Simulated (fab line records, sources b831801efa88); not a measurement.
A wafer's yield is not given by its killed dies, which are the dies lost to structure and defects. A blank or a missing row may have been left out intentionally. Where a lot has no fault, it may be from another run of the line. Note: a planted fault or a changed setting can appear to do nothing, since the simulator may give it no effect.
Which of the tools did it? || flow gf180mcu || 13 lots, 37 wafers sampled, at 3 steps of a route of 602

WHAT THE GAUGES READ, wafer by wafer
GF_STI_THK_MEAS_24.
{"lot": "L718", "measured": "day 2 09:37", "on": "film_metro-03", "STI_CVD_23_THK (nm)": "660 659 650"}
{"lot": "L719", "measured": "day 2 14:28", "on": "film_metro-02", "STI_CVD_23_THK (nm)": "660 659 659"}
{"lot": "L720", "measured": "day 2 18:48", "on": "film_metro-01", "STI_CVD_23_THK (nm)": "639 645 642"}
{"lot": "L721", "measured": "day 3 00:01", "on": "film_metro-01", "STI_CVD_23_THK (nm)": "646 644 649"}
{"lot": "L724", "measured": "day 3 15:43", "on": "film_metro-01", "STI_CVD_23_THK (nm)": "648 651 648"}
{"lot": "L725", "measured": "day 3 22:05", "on": "film_metro-01", "STI_CVD_23_THK (nm)": "653 648 651"}
{"lot": "L727", "measured": "day 4 07:15", "on": "film_metro-03", "STI_CVD_23_THK (nm)": "651 645 647"}
{"lot": "L730", "measured": "day 4 22:01", "on": "film_metro-01", "STI_CVD_23_THK (nm)": "640 637 633"}
{"lot": "L733", "measured": "day 5 13:40", "on": "film_metro-01", "STI_CVD_23_THK (nm)": "599 655"}
{"lot": "L735", "measured": "day 6 00:05", "on": "film_metro-02", "STI_CVD_23_THK (nm)": "611 609"}
{"lot": "L737", "measured": "day 6 10:28", "on": "film_metro-03", "STI_CVD_23_THK (nm)": "651 651 646"}
{"lot": "L738", "measured": "day 6 17:47", "on": "film_metro-02", "STI_CVD_23_THK (nm)": "649 649 647"}
{"lot": "L740", "measured": "day 7 02:22", "on": "film_metro-03", "STI_CVD_23_THK (nm)": "648 639 654"}

GF_HV_LDD_TW_MEAS_23.
{"lot": "L718", "measured": "day 10 20:25", "on": "film_metro-04", "HV_LDD_2_TW": "1048 1049 1049"}
{"lot": "L719", "measured": "day 10 21:56", "on": "film_metro-04", "HV_LDD_2_TW": "1054 1048 1050"}
{"lot": "L720", "measured": "day 11 05:27", "on": "film_metro-01", "HV_LDD_2_TW": "1057 1057 1058"}
{"lot": "L721", "measured": "day 11 14:40", "on": "film_metro-04", "HV_LDD_2_TW": "1047 1045 1050"}
{"lot": "L724", "measured": "day 12 12:44", "on": "film_metro-02", "HV_LDD_2_TW": "1043 1043 1037"}
{"lot": "L725", "measured": "day 12 23:05", "on": "film_metro-01", "HV_LDD_2_TW": "1057 1058 1062"}
{"lot": "L727", "measured": "day 13 12:05", "on": "film_metro-02", "HV_LDD_2_TW": "1038 1042 1040"}
{"lot": "L730", "measured": "day 14 17:51", "on": "film_metro-01", "HV_LDD_2_TW": "1056 1056 1049"}
{"lot": "L733", "measured": "day 15 13:25", "on": "film_metro-04", "HV_LDD_2_TW": "1054 1044"}
{"lot": "L735", "measured": "day 16 10:14", "on": "film_metro-01", "HV_LDD_2_TW": "1062 1058"}
{"lot": "L737", "measured": "day 16 16:46", "on": "film_metro-04", "HV_LDD_2_TW": "1055 1046 1048"}
{"lot": "L738", "measured": "day 17 05:10", "on": "film_metro-01", "HV_LDD_2_TW": "1052 1065 1068"}
{"lot": "L740", "measured": "day 17 19:52", "on": "film_metro-02", "HV_LDD_2_TW": "1032 1042 1031"}

WHICH TOOL RAN EACH LOT (tool, then ch and the chambers of the sampled wafers, then the start)
{"lot": "L718", "GF_STI_CVD_23": "hdpcvd-01 ch 0,1,2, day 2 09:32"}
{"lot": "L719", "GF_STI_CVD_23": "hdpcvd-01 ch 0,1, day 2 14:23"}
{"lot": "L720", "GF_STI_CVD_23": "hdpcvd-02 ch 0,1,2, day 2 18:43"}
{"lot": "L721", "GF_STI_CVD_23": "hdpcvd-02 ch 0,1,2, day 2 23:56"}
{"lot": "L724", "GF_STI_CVD_23": "hdpcvd-02 ch 0,1,2, day 3 15:37"}
{"lot": "L725", "GF_STI_CVD_23": "hdpcvd-02 ch 0,1,2, day 3 21:59"}
{"lot": "L727", "GF_STI_CVD_23": "hdpcvd-02 ch 1,2, day 4 07:10"}
{"lot": "L730", "GF_STI_CVD_23": "hdpcvd-02 ch 0,1, day 4 21:56"}
{"lot": "L733", "GF_STI_CVD_23": "hdpcvd-02 ch 1,2, day 5 13:34"}
{"lot": "L735", "GF_STI_CVD_23": "hdpcvd-02 ch 1, day 5 23:59"}
{"lot": "L737", "GF_STI_CVD_23": "hdpcvd-01 ch 0,1, day 6 10:22"}
{"lot": "L738", "GF_STI_CVD_23": "hdpcvd-01 ch 0,2, day 6 17:42"}
{"lot": "L740", "GF_STI_CVD_23": "hdpcvd-01 ch 0,1,2, day 7 02:16"}
- GF_STI_CVD_23: deposits SiO2, target thk 650 nm, time 108.3 s.

AS READ BY THE TOOLS THEMSELVES (means over the sampled wafers that have a number; for cases with no such wafer, the mark the record gives instead)
GF_STI_CVD_23.
{"lot": "L718", "tool": "hdpcvd-01", "pressure_mtorr (mTorr)": 5.994, "sih4_flow_sccm (sccm)": 59.85}
{"lot": "L719", "tool": "hdpcvd-01", "pressure_mtorr (mTorr)": 6.006, "sih4_flow_sccm (sccm)": 59.98}
{"lot": "L720", "tool": "hdpcvd-02", "pressure_mtorr (mTorr)": 6.002, "sih4_flow_sccm (sccm)": 60.32}
{"lot": "L721", "tool": "hdpcvd-02", "pressure_mtorr (mTorr)": 6.003, "sih4_flow_sccm (sccm)": 59.94}
{"lot": "L724", "tool": "hdpcvd-02", "pressure_mtorr (mTorr)": 5.995, "sih4_flow_sccm (sccm)": 60.16}
{"lot": "L725", "tool": "hdpcvd-02", "pressure_mtorr (mTorr)": 6.000, "sih4_flow_sccm (sccm)": 60.05}
{"lot": "L727", "tool": "hdpcvd-02", "pressure_mtorr (mTorr)": 5.993, "sih4_flow_sccm (sccm)": 60.12}
{"lot": "L730", "tool": "hdpcvd-02", "pressure_mtorr (mTorr)": 6.009, "sih4_flow_sccm (sccm)": 59.95}
{"lot": "L733", "tool": "hdpcvd-02", "pressure_mtorr (mTorr)": 6.011, "sih4_flow_sccm (sccm)": 60.37}
{"lot": "L735", "tool": "hdpcvd-02", "pressure_mtorr (mTorr)": 5.980, "sih4_flow_sccm (sccm)": 59.84}
{"lot": "L737", "tool": "hdpcvd-01", "pressure_mtorr (mTorr)": 5.998, "sih4_flow_sccm (sccm)": 60.01}
{"lot": "L738", "tool": "hdpcvd-01", "pressure_mtorr (mTorr)": 6.002, "sih4_flow_sccm (sccm)": 60.09}
{"lot": "L740", "tool": "hdpcvd-01", "pressure_mtorr (mTorr)": 6.008, "sih4_flow_sccm (sccm)": 60.05}

THE ANSWER, worked out from the rows above alone
Rule: the lots themselves supply what counts as usual. The widest of any qualifying gaps counts: lots, ordered by their means at a reading, are off when they make up no more than a third of the lots, leave a main group of 4 or more, and stand apart from it by 3 or more times the standard deviation of that group's means. If all means in a main group match to the digits the tables above print for the reading, that group is not used. A lot without any number at a reading at which 4 lots or more have one is off too. The other lots that the step has rows for count as sound. Order of review: gauges by route order, followed by the tools' own readings, for which a lot's mean as printed above is used. At the first step where some lot is off, the reading lying furthest off is the one used; lots without a number count as furthest.
No lot is off at any reading shown: from this, nothing can be told.

WHAT THE SIMULATOR HAD PUT IN
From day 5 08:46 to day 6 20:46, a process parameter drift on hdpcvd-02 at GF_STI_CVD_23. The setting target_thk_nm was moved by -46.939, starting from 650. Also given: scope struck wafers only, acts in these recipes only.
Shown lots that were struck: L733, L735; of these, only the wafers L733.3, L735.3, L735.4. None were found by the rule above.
